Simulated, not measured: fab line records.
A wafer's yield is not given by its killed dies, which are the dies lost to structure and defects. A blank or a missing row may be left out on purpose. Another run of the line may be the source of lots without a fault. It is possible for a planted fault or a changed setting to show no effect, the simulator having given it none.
One fault through the eyes of 2 desks || flow sky130 || numbers are kept per desk, each desk with only its own; the story behind them comes last

FROM THE METROLOGY DESK
What the gauges read for every lot (on any tool): the sampled wafers with a number, averaged. The brackets show how far a lot's mean lies from the usual mean; more than 4 standard deviations puts the lot out of limits, marked OUT.
Columns: A = NWELL_00_OVL at SKY_NWELL_OVL_MEAS_10, usual -0.2 nm
{"lot": "L286", "first seen here": "day 4 17:23", "A": -1.2}
{"lot": "L287", "first seen here": "day 4 21:02", "A": -0.6}
{"lot": "L288", "first seen here": "day 5 03:29", "A": 1.1}
{"lot": "L289", "first seen here": "day 5 06:53", "A": -0.3}
{"lot": "L292", "first seen here": "day 5 23:56", "A": 2.3}
{"lot": "L293", "first seen here": "day 6 06:56", "A": -1.8}
{"lot": "L294", "first seen here": "day 6 13:47", "A": 0.9}
{"lot": "L295", "first seen here": "day 6 19:23", "A": -1.3}
{"lot": "L296", "first seen here": "day 7 08:51", "A": -1.6}
{"lot": "L300", "first seen here": "day 8 05:06", "A": -0.6}
{"lot": "L303", "first seen here": "day 8 18:12", "A": -2.6}
{"lot": "L309", "first seen here": "day 10 03:35", "A": 2.2}
Finding of this desk: none of the 12 lots has anything out of limits.

AT THE TOOL OWNER'S DESK: wetBench-01
The tool's own readings at SKY_FIELD_ISO_WET_ETCH_21 (etches SiO2 in dHF, target depth 20 nm, time 400 s): means of the sampled wafers that have a number, for each lot that ran on this tool. The brackets show how far a lot's mean lies from the usual mean; more than 4 standard deviations puts the lot out of limits, marked OUT.
Columns: A = runLengthS at SKY_FIELD_ISO_WET_ETCH_21, usual 429 s
{"lot": "L286", "first seen here": "day 2 07:07", "A": 425}
{"lot": "L288", "first seen here": "day 2 15:44", "A": 427}
{"lot": "L292", "first seen here": "day 3 14:44", "A": 435}
{"lot": "L293", "first seen here": "day 3 18:29", "A": 433}
{"lot": "L296", "first seen here": "day 4 08:37", "A": "446 (+4.2) OUT"}
This desk's finding: out of limits on L296; first on L296, day 4 08:37 (runLengthS at SKY_FIELD_ISO_WET_ETCH_21). L286, L288, L292, L293: within limits.

BROUGHT TOGETHER
The tool owner's desk had the chance to raise an alarm at day 4 08:37 on L296.
The metrology desk saw nothing out of limits.
The metrology desk holds a record of L296, inside its limits.
On wetBench-01, each named lot ran SKY_FIELD_ISO_WET_ETCH_21.

WHAT THE SIMULATOR HAD PUT IN
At SKY_FIELD_ISO_WET_ETCH_21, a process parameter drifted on wetBench-01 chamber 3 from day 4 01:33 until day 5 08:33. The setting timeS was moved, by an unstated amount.
Struck lots among those shown: L296.
How many hours passed from the start of the fault until each desk's first out-of-limits reading: the tool owner's desk, 7.
